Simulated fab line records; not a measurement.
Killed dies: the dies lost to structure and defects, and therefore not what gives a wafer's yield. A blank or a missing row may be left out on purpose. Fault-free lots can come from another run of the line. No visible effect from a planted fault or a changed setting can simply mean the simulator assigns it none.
fab line records | flow sfqLine
record: lots: 6 wafers: 18 lastDay: 93
route steps=325 shown I1@77 M2@88
lots with no fault: from the same line, run without faults
startH: the number of hours between the record's first day and the start of the first shown wafer of the lot | waitH: hours from the lot's prior step to this one | " the same as in the row above | L1.1+2: a single row standing in for several wafers | - no value, or no start given | * or withheld: withheld | < > ~ a bound
route shown NAME@n: names a module that has steps shown in the file, with the first one's number in the route | usual: average and standard deviation across the fault-free wafers | same: alike in all rows | chamber/n: place in a boat | sites: the reading at each site | _std_site: the values' standard deviation | _edge_site: outer sites' mean less inner sites' | radiusMm: for every site, how far away it sits from the centre of the wafer | mask NAME#n: copy n | behind: the last tool/chamber to shape the wafer | hold: why the lot went on hold/how many hours it stayed there/how the hold came to an end | device: whichever transistor did not switch (one of n, p or np) | end of line: tests of these same wafers at the route's end | a step given without rows: its recipe and nothing more | killed: at the first sort, the dies lost to defects and structure; wafer yield is something else | map: shows each die of a wafer: x if killed, . if not, _ if none is there
set.NAME: the setting as run; set.NAME@STEP: as run at that earlier step | model.NAME: the simulator's own value behind a step, which no gauge read
a table for each step, a row for each wafer; lots at some steps of the route
services: from which hour (startH, from the record's first day; less than 0 if before it) a tool's chamber was out of use, for how many hours, and why
== steps ==
step: SFQ_TRILAYER_I1_VIA_LITHO_COAT_054
recipe: resist: BARC spinRpm: 3000 resistThkNm: 62
step: SFQ_TRILAYER_I1_VIA_LITHO_COAT_049
recipe: resist: KrF spinRpm: 3000 resistThkNm: 650
step: SFQ_TRILAYER_I1_VIA_LITHO_SOFTBAKE_053
recipe: tempC: withheld timeS: withheld resist: KrF
step: SFQ_TRILAYER_I1_VIA_LITHO_EXPOSE_050
recipe: maskId: I1 na: 0.6 sourceShape: conventional sigmaOuter: 0.65 targetCdNm: 500 doseMj: 21.3
step: SFQ_TRILAYER_I1_VIA_LITHO_PEB_052
recipe: pebTempC: 115 pebTimeS: 60 resist: KrF
step: SFQ_TRILAYER_I1_VIA_LITHO_DEVELOP_051
recipe: timeS: 60 resist: KrF
step: SFQ_I1_OVL_MEAS_913
usual: I1_OVL: 1/6.1
columns lot.wafer tool chamber startH waitH I1_OVL[nm]
L722.1 overlay-01 - 349.76 0.1 -8
L722.4 " - " " -2
L722.6 " - " " -1
L733.1 overlay-01 - 450.31 0.1 3
L733.5 " - " " 2
L733.6 " - " " -2
L734.1 overlay-02 - 466.66 0.1 6
L734.3 " - " " 1
L734.5 " - " " 5
L735.2 overlay-02 - 480.22 0.1 7
L735.3 " - " " 12
L735.4 " - " " 7
L736.3 overlay-02 - 491.02 0.1 -8
L736.4 " - " " -6
L736.6 " - " " -1
L739.4 overlay-01 - 515.03 0.1 1
L739.5 " - " " 0
L739.6 " - " " 8
step: SFQ_TRILAYER_I1_VIA_BARC_OPEN_VIA_ETCH_071
recipe: maskMaterial: PR chemistry: O2 targetDepthNm: 125 target: BARC sourceW: 500 biasW: 80 pressureMtorr: 30 timeS: 41.7
usual: drypumpMotorCurrentA: 5.6/0.39 oesProductAu: 0.686/0.0046
columns lot.wafer tool chamber startH waitH drypumpMotorCurrentA oesProductAu rfHoursCounterH
L722.1 rieDiel-03 3 349.79 0.0 5.1 0.687 108
L722.4 " 0 " " 5.8 0.684 8
L722.6 " 2 " " 5.6 0.683 -
L733.1 rieDiel-02 2 450.35 0.0 6.3 0.679 56
L733.5 " 3 " " 5.2 0.676 -
L733.6 " 0 " " 5.6 0.685 -
L734.1 rieDiel-02 3 466.70 0.0 5.2 0.686 54
L734.3 " 2 " " 6.3 0.683 56
L734.5 " 2 " " 6.3 0.690 -
L735.2 rieDiel-03 2 480.25 0.0 5.6 0.688 9
L735.3 " 1 " " 5.8 0.684 79
L735.4 " 0 " " 5.8 0.684 10
L736.3 rieDiel-02 0 491.05 0.0 5.7 0.685 12
L736.4 " 3 " " 5.2 0.683 54
L736.6 " 3 " " 5.2 0.687 -
L739.4 rieDiel-04 1 515.07 0.0 5.1 0.679 -
L739.5 " 2 " " 6.0 0.676 -
L739.6 " 1 " " 5.1 0.689 -
step: SFQ_TRILAYER_I1_VIA_ETCH_VIA_ETCH_052
recipe: target: SiO2 stopOn: Nb maskMaterial: PR taperDeg: 20 chemistry: CHF3 targetDepthNm: 260 sourceW: 500 biasW: 80 pressureMtorr: 30 timeS: withheld
usual: drypumpMotorCurrentA: 5.6/0.39 oesProductAu: 0.854/0.0053
columns lot.wafer tool chamber startH waitH drypumpMotorCurrentA oesProductAu
L722.1 rieDiel-03 3 349.83 0.0 5.1 0.861
L722.4 " 0 " " 5.8 0.855
L722.6 " 2 " " 5.6 0.849
L733.1 rieDiel-02 2 450.39 0.0 6.3 0.861
L733.5 " 3 " " 5.2 0.859
L733.6 " 0 " " 5.6 0.853
L734.1 rieDiel-02 3 466.74 0.0 5.2 0.839
L734.3 " 2 " " 6.3 0.849
L734.5 " 2 " " 6.3 0.861
L735.2 rieDiel-03 2 480.29 0.0 5.6 0.851
L735.3 " 1 " " 5.8 0.849
L735.4 " 0 " " 5.9 0.847
L736.3 rieDiel-02 0 491.09 0.0 5.6 0.850
L736.4 " 3 " " 5.2 0.860
L736.6 " 3 " " 5.2 0.850
L739.4 rieDiel-04 1 515.16 0.1 5.1 0.860
L739.5 " 2 " " 6.0 0.850
L739.6 " 1 " " 5.2 0.858
step: SFQ_TRILAYER_I1_VIA_STRIP_STRIP_053
recipe: gas: O2 powerW: 200 platenTempC: 40 overashFraction: 0.65 chemistry: O2 pressureMtorr: 50
usual: drypumpMotorCurrentA: 6.1/0.42 heBacksideLeakSccm: 3.67/0.29 oesProductAu: 1.001/0.0071
columns lot.wafer tool chamber startH waitH drypumpMotorCurrentA heBacksideLeakSccm oesProductAu rfHoursCounterH
L722.1 rieMetal-01 1 349.95 - 6.2 3.75 1.013 97
L722.4 " 0 " " 6.5 3.65 1.004 -
L722.6 " 1 " " 6.2 3.74 1.006 -
L733.1 rieMetal-03 1 450.50 - 5.7 3.75 0.992 71
L733.5 " 1 " " 5.7 3.40 1.000 -
L733.6 " 0 " " 5.9 3.61 1.003 -
L734.1 rieMetal-03 1 466.85 - 5.7 3.45 0.994 73
L734.3 " 1 " " 5.7 3.45 1.001 -
L734.5 " 0 " " 5.9 3.62 0.999 -
L735.2 rieMetal-04 1 480.40 - 6.6 3.81 0.996 14
L735.3 " 0 " " 5.6 3.46 1.012 -
L735.4 " 1 " " 6.6 3.59 1.004 -
L736.3 rieMetal-04 1 491.40 - 6.6 3.19 0.985 -
L736.4 " 0 " " 5.6 3.69 1.012 -
L736.6 " 1 " " 6.6 3.30 0.990 -
L739.4 rieMetal-01 1 515.48 - 6.3 3.73 0.987 -
L739.5 " 0 " " 6.5 3.39 1.005 -
L739.6 " 1 " " 6.2 3.76 0.995 -
step: SFQ_TRILAYER_I1_VIA_STRIP_SOLV_CLEAN_054
recipe: chemistry: NMP tempC: 70 timeS: 600
step: SFQ_TRILAYER_M2_DEP_PRE_CLEAN_056
recipe: gas: Ar timeS: 22.5 biasV: 250
step: SFQ_TRILAYER_M2_DEP_SPUTTER_055
recipe: material: Nb basePressurePa: 1.33e-06 chamberPressurePa: 0.1333 substrateTempC: 20 resputterCathodeVoltageV: 400 targetThkNm: 200 powerW: 2000 timeS: 133.3
usual: basePressurePa: 1.34e-06/8.3e-08 cathodeDcPowerW: 2000.0/0.36 throttleValvePct: 29.9/0.74
columns lot.wafer tool chamber startH waitH basePressurePa cathodeDcPowerW throttleValvePct
L722.1 pvdSputter-05 - 350.75 0.0 1.35e-06 2000.2 29.7
L722.4 " - " " 1.37e-06 2000.3 30.4
L722.6 " - " " 1.39e-06 2000.4 31.8
L733.1 pvdSputter-06 - 451.31 0.0 - - -
L733.5 " - " " - - -
L733.6 " - " " - - -
L734.1 pvdSputter-05 - 467.66 0.0 - - -
L734.3 " - " " - - -
L734.5 " - " " - - -
L735.2 pvdSputter-03 - 481.20 0.0 1.2e-06 2000.2 30.2
L735.3 " - " " 1.34e-06 2000.5 29.4
L735.4 " - " " 1.36e-06 1999.8 30.2
L736.3 pvdSputter-05 - 492.00 0.0 1.41e-06 2000.7 29.8
L736.4 " - " " 1.32e-06 1999.6 29.3
L736.6 " - " " 1.34e-06 1999.7 30.3
L739.4 pvdSputter-06 - 516.08 0.0 1.22e-06 1999.7 29.6
L739.5 " - " " 1.32e-06 1999.9 29.4
L739.6 " - " " 1.34e-06 2000.4 29.4
step: SFQ_M2_RS_MEAS_914
recipe: thkMeasGauge: four-point-probe reads: Nb_of_TRILAYER_M2_DEP_SPUTTER_055
usual: M2_NB_RS: 0.892/0.01
columns lot.wafer tool chamber startH waitH M2_NB_RS[ohm/sq]
L722.1 filmMetro-04 - 350.84 0.0 0.893
L722.4 " - " " 0.881
L722.6 " - " " 0.900
L733.1 filmMetro-04 - 451.40 0.0 -
L733.5 " - " " -
L733.6 " - " " -
L734.1 filmMetro-03 - 467.75 0.0 -
L734.3 " - " " -
L734.5 " - " " -
L735.2 filmMetro-02 - 481.31 0.1 0.872
L735.3 " - " " 0.872
L735.4 " - " " 0.888
L736.3 filmMetro-02 - 492.13 0.1 0.901
L736.4 " - " " 0.898
L736.6 " - " " 0.897
L739.4 filmMetro-04 - 516.23 0.1 0.895
L739.5 " - " " 0.896
L739.6 " - " " 0.900
step: SFQ_TRILAYER_M2_LITHO_COAT_062
recipe: resist: BARC spinRpm: 3000 resistThkNm: 62
step: SFQ_TRILAYER_M2_LITHO_COAT_057
recipe: resist: KrF spinRpm: 3000 resistThkNm: 600
step: SFQ_TRILAYER_M2_LITHO_SOFTBAKE_061
recipe: tempC: withheld timeS: withheld resist: KrF
step: SFQ_TRILAYER_M2_LITHO_EXPOSE_058
recipe: maskId: M2 na: 0.6 sourceShape: conventional sigmaOuter: 0.65 targetCdNm: 500 doseMj: 14.4
step: SFQ_TRILAYER_M2_LITHO_PEB_060
recipe: pebTempC: 115 pebTimeS: 60 resist: KrF
step: SFQ_TRILAYER_M2_LITHO_DEVELOP_059
recipe: timeS: 60 resist: KrF
step: SFQ_M2_OVL_MEAS_916
usual: M2_OVL: -1/4.9
columns lot.wafer tool chamber startH waitH M2_OVL[nm]
L722.1 overlay-01 - 455.11 0.1 -3
L722.4 " - " " -4
L722.6 " - " " -7
L733.1 overlay-02 - 561.91 0.1 5
L733.5 " - " " 4
L733.6 " - " " 4
L734.1 overlay-02 - 576.31 0.1 -14
L734.3 " - " " -3
L734.5 " - " " -1
L735.2 overlay-01 - 591.92 0.1 -5
L735.3 " - " " -12
L735.4 " - " " -8
L736.3 overlay-01 - 600.32 0.1 -3
L736.4 " - " " -6
L736.6 " - " " -3
L739.4 overlay-01 - 622.21 0.1 -2
L739.5 " - " " -9
L739.6 " - " " -6
step: SFQ_TRILAYER_M2_BARC_OPEN_METAL_ETCH_077
recipe: maskMaterial: PR chemistry: O2 targetDepthNm: 125 target: BARC icpW: 600 biasW: 80 pressureMtorr: 10 timeS: 41.7
usual: drypumpMotorCurrentA: 5.7/0.49 heBacksideLeakSccm: 3.7/0.31 oesProductAu: 0.685/0.0051
columns lot.wafer tool chamber startH waitH drypumpMotorCurrentA heBacksideLeakSccm oesProductAu rfHoursCounterH
L722.1 rieMetal-03 1 455.15 0.0 5.7 3.8 0.677 71
L722.4 " 0 " " 5.9 3.5 0.680 -
L722.6 " 1 " " 5.7 3.8 0.691 -
L733.1 rieMetal-04 1 561.95 0.0 6.6 3.8 0.685 26
L733.5 " 1 " " 6.6 3.6 0.691 -
L733.6 " 0 " " 5.6 3.6 0.695 -
L734.1 rieMetal-03 0 576.35 0.0 5.9 3.9 0.685 52
L734.3 " 0 " " 5.9 3.8 0.685 -
L734.5 " 1 " " 5.7 3.9 0.686 -
L735.2 rieMetal-04 0 591.95 0.0 5.6 3.5 0.680 105
L735.3 " 0 " " 5.6 3.5 0.682 -
L735.4 " 1 " " 6.6 3.5 0.689 -
L736.3 rieMetal-04 1 600.37 0.0 6.6 3.9 0.683 -
L736.4 " 0 " " 5.6 3.5 0.683 -
L736.6 " 0 " " 5.6 3.4 0.692 -
L739.4 rieMetal-03 1 622.24 0.0 5.7 3.2 0.682 -
L739.5 " 1 " " 5.7 3.5 0.681 -
L739.6 " 0 " " 5.9 3.7 0.685 -
step: SFQ_TRILAYER_M2_ETCH_METAL_ETCH_060
recipe: target: Nb stopOn: SiO2 maskMaterial: PR chemistry: Cl2/Ar targetDepthNm: 240 icpW: 600 biasW: 80 pressureMtorr: 10 timeS: 120
usual: drypumpMotorCurrentA: 5.7/0.5 heBacksideLeakSccm: 3.7/0.38 oesProductAu: 0.894/0.0067
columns lot.wafer tool chamber startH waitH drypumpMotorCurrentA heBacksideLeakSccm oesProductAu rfHoursCounterH
L722.1 rieMetal-03 1 455.21 0.0 5.7 3.8 0.886 71
L722.4 " 0 " " 5.9 3.7 0.901 -
L722.6 " 1 " " 5.7 3.7 0.884 -
L733.1 rieMetal-04 1 562.01 0.0 6.6 3.7 0.370 26
L733.5 " 1 " " 6.6 3.8 0.380 -
L733.6 " 0 " " 5.6 3.6 0.375 -
L734.1 rieMetal-03 0 576.41 0.0 5.9 3.8 0.369 52
L734.3 " 0 " " 5.9 3.8 0.375 -
L734.5 " 1 " " 5.7 3.3 0.378 -
L735.2 rieMetal-04 0 592.01 0.0 5.6 3.7 0.904 105
L735.3 " 0 " " 5.6 5.5 0.907 -
L735.4 " 1 " " 6.6 3.4 0.892 -
L736.3 rieMetal-04 1 600.45 0.1 6.6 7.0 0.889 -
L736.4 " 0 " " 5.6 3.4 0.892 -
L736.6 " 0 " " 5.6 3.7 0.901 -
L739.4 rieMetal-03 1 622.33 0.1 5.7 3.7 0.886 -
L739.5 " 1 " " 5.7 3.6 0.891 -
L739.6 " 0 " " 5.9 3.9 0.891 -
step: SFQ_TRILAYER_M2_STRIP_STRIP_061
recipe: gas: O2 powerW: 200 platenTempC: 40 overashFraction: 0.65 chemistry: O2 pressureMtorr: 50
usual: drypumpMotorCurrentA: 5.7/0.5 heBacksideLeakSccm: 3.7/0.3 oesProductAu: 1.000/0.0084
columns lot.wafer tool chamber startH waitH drypumpMotorCurrentA heBacksideLeakSccm oesProductAu rfHoursCounterH
L722.1 rieMetal-03 1 455.33 0.1 5.7 3.7 0.992 71
L722.4 " 0 " " 5.9 3.7 1.014 -
L722.6 " 1 " " 5.7 3.6 0.998 -
L733.1 rieMetal-04 1 562.13 0.1 6.6 3.6 1.000 26
L733.5 " 1 " " 6.6 3.7 0.993 -
L733.6 " 0 " " 5.6 3.9 1.013 -
L734.1 rieMetal-03 0 576.53 0.1 5.9 3.8 1.003 52
L734.3 " 0 " " 5.9 3.7 1.002 -
L734.5 " 1 " " 5.7 3.6 1.001 -
L735.2 rieMetal-04 0 592.13 0.1 5.6 3.7 1.006 105
L735.3 " 0 " " 5.6 3.5 1.018 -
L735.4 " 1 " " 6.6 3.6 0.996 -
L736.3 rieMetal-04 1 600.73 0.2 6.6 3.2 0.982 -
L736.4 " 0 " " 5.6 3.9 1.007 -
L736.6 " 0 " " 5.6 3.7 1.008 -
L739.4 rieMetal-03 1 622.61 0.2 5.7 6.5 0.998 -
L739.5 " 1 " " 5.7 4.0 0.976 -
L739.6 " 0 " " 5.9 3.8 0.984 -
== services ==
columns tool chamber startH hours kind
rieDiel-02 - 330.43 0.3 repair
rieDiel-02 0 333.78 4.0 repair
rieDiel-04 2 346.53 7.4 repair
rieMetal-04 - 354.14 0.6 repair
pvdSputter-06 - 399.00 1.1 repair
rieDiel-03 0 405.38 1.8 repair
rieMetal-04 1 412.99 4.2 repair
pvdSputter-06 - 418.09 0.7 repair
rieDiel-02 1 462.76 11.7 repair
rieMetal-04 1 496.25 18.4 repair
rieMetal-03 - 507.09 1.4 pm
rieDiel-03 0 507.25 13.9 repair
rieDiel-03 - 512.77 2.8 pm
rieDiel-02 0 532.10 7.1 repair
rieDiel-03 - 532.79 0.2 repair
rieMetal-04 - 532.80 2.8 pm
rieMetal-04 - 553.75 1.4 pm
rieMetal-03 - 561.09 14.6 pm
rieDiel-02 1 578.79 7.2 repair
rieDiel-02 2 579.15 2.9 repair
rieDiel-03 3 584.78 1.4 repair
rieDiel-02 3 587.19 17.6 repair
rieMetal-04 1 587.62 3.4 repair
rieDiel-03 - 589.36 0.2 repair
== key ==
firstSign: step: SFQ_TRILAYER_M2_DEP_SPUTTER_055 reading: toolRecord direction: missing
effect: step: SFQ_M2_RS_MEAS_914 reading: M2_NB_RS direction: missing
effect: step: SFQ_TRILAYER_M2_ETCH_METAL_ETCH_060 reading: oesProductAu direction: down sigmas: 78 usual: 0.894 struck: 0.375
metAt SFQ_TRILAYER_M2_DEP_SPUTTER_055
struckWafers L733.1,L733.5,L733.6,L734.1,L734.3,L734.5
onsetBetween 350.75 451.31
fault: kind: skippedStepWhole tool: pvdSputter-05,pvdSputter-06 chamber: - onsetH: 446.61 steps: SFQ_TRILAYER_M2_DEP_SPUTTER_055 scope: struckLotsOnly
